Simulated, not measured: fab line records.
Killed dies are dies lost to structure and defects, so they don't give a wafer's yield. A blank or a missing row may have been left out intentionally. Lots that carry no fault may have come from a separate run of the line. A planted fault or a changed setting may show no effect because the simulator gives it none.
Matching of chambers	flow gf180mcu	GF_CONTACT_CMP_04 on cmp-01: 4 sister chambers
The step polishes SiO2. 4 wafers are shown with their chamber, then 9 later ones without.

WAFERS PAIRED WITH THEIR CHAMBERS
wafer	chamber	motor-current-A (A)
L665.4	0	11.4
L667.4	1	12.6
L667.5	3	12.7
L667.6	2	10.3

WAFERS WHOSE CHAMBER IS MISSING
wafer	motor-current-A (A)
L668.1	12.4
L668.4	11.9
L668.6	12.3
L669.4	12.3
L669.5	12.2
L669.6	10.6
L671.2	10.4
L671.3	13.0
L671.4	12.8

WHICH CHAMBER EACH WENT THROUGH
wafer	from the rows above	in truth
L668.1	can't be placed: 1 or 3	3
L668.4	can't be placed: 0 or 1 or 3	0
L668.6	can't be placed: 1 or 3 or 0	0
L669.4	can't be placed: 1 or 3 or 0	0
L669.5	can't be placed: 1 or 3 or 0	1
L669.6	can't be placed: 2 or 0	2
L671.2	2	2
L671.3	can't be placed: 3 or 1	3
L671.4	can't be placed: 3 or 1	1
Correct placement for 1 of the 9. Unplaceable from these rows: 8, with the true chamber sitting among the candidates in 8. 0 placed wrongly.
How it was worked out, from the rows above alone: a wafer's distance from a chamber is the root of the sum, over the readings, of the square of ((its reading less the chamber's mean) divided by the reading's scatter). The wafer belongs to the nearest chamber; if the next one is less than 2 further off, it can't be placed. The mean given for a chamber averages the wafers shown for that chamber. The scatter: root of mean squared gap, hidden wafer to nearest shown wafer, with one shown wafer a chamber.
